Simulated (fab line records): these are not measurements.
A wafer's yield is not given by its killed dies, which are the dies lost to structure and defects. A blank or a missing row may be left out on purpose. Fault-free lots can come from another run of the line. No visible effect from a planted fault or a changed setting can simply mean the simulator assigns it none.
Which tool is to blame? ; flow sfq line ; 7 lots with 21 wafers sampled at 3 steps, on a route of 325 steps

## WHAT THE GAUGES READ, wafer by wafer
SFQ_M2_RS_MEAS_914: the measuring method here is four-point-probe.
lot;measured;on;M2_NB_RS (ohm/sq)
L417;day 18 09:40;film metro-03;0.884 0.893 0.900
L421;day 19 19:23;film metro-02;0.884 0.896 0.890
L425;day 21 12:38;film metro-03;0.898 0.898 0.884
L427;day 22 01:52;film metro-01;0.763 0.754 0.768
L433;day 25 05:30;film metro-01;0.896 0.898 0.897
L435;day 25 21:51;film metro-02;0.908 0.898 0.904
L437;day 26 17:07;film metro-01;0.902 0.904 0.896

## EACH LOT AND THE TOOL THAT RAN IT (in order: tool; ch and the chambers of the sampled wafers; start)
lot;SFQ_TRILAYER_I0_DEP_PECVD_027;SFQ_TRILAYER_M2_DEP_SPUTTER_055
L417;pecvd-01 ch 0,2, day 6 20:43;pvd sputter-05, day 18 09:32
L421;pecvd-01 ch 0,1, day 7 08:43;pvd sputter-05, day 19 19:17
L425;pecvd-01 ch 1,2, day 8 05:05;pvd sputter-04, day 21 12:32
L427;pecvd-02 ch 1,2, day 8 17:05;pvd sputter-04, day 22 01:44
L433;pecvd-03 ch 0,1, day 10 10:59;pvd sputter-06, day 25 05:23
L435;pecvd-01 ch 1,2, day 10 22:12;pvd sputter-06, day 25 21:44
L437;pecvd-02 ch 0,2, day 11 12:09;pvd sputter-06, day 26 17:01
- SFQ_TRILAYER_I0_DEP_PECVD_027: deposits SiO2 from SiH4/N2O, time 111.11 s, target thk 500 nm.
- SFQ_TRILAYER_M2_DEP_SPUTTER_055: material Nb, target thk 200 nm, time 133.3 s.

## THE ANSWER, worked out from the rows above alone
Rule: what is usual is taken from the lots themselves. Put in order of their means at a reading, lots are off if they are a third of the lots or fewer, leave a main group of 4 or more, and stand apart from it by a gap of 3 or more times the standard deviation of the main group's means; of several such gaps the widest counts. Not used: any main group whose means are identical at the precision the tables above print for the reading. Also off: a lot with no number at a reading for which 4 or more lots have one. The other lots that the step has rows for count as sound.
Off: at SFQ_M2_RS_MEAS_914 (M2_NB_RS), L427. For the main group the mean is 0.896 ohm/sq and the standard deviation 0.0047.
If a tool, at a process step before that reading, ran all the lots that are off and no sound lot after the first of them, it fits. The gauges at SFQ_M2_RS_MEAS_914 are tried like those tools. One fits: SFQ_TRILAYER_M2_DEP_SPUTTER_055 on pvd sputter-04. A fault onset in the window from L425 (day 21 12:32, its last sound lot) to L427 (day 22 01:44, its first lot off) fits.

## WHAT THE SIMULATOR HAD PUT IN
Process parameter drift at SFQ_TRILAYER_M2_DEP_SPUTTER_055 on pvd sputter-04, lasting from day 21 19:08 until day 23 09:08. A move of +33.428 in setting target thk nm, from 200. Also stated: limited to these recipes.
Lots struck among those shown: L427. The rule given above showed the same thing.
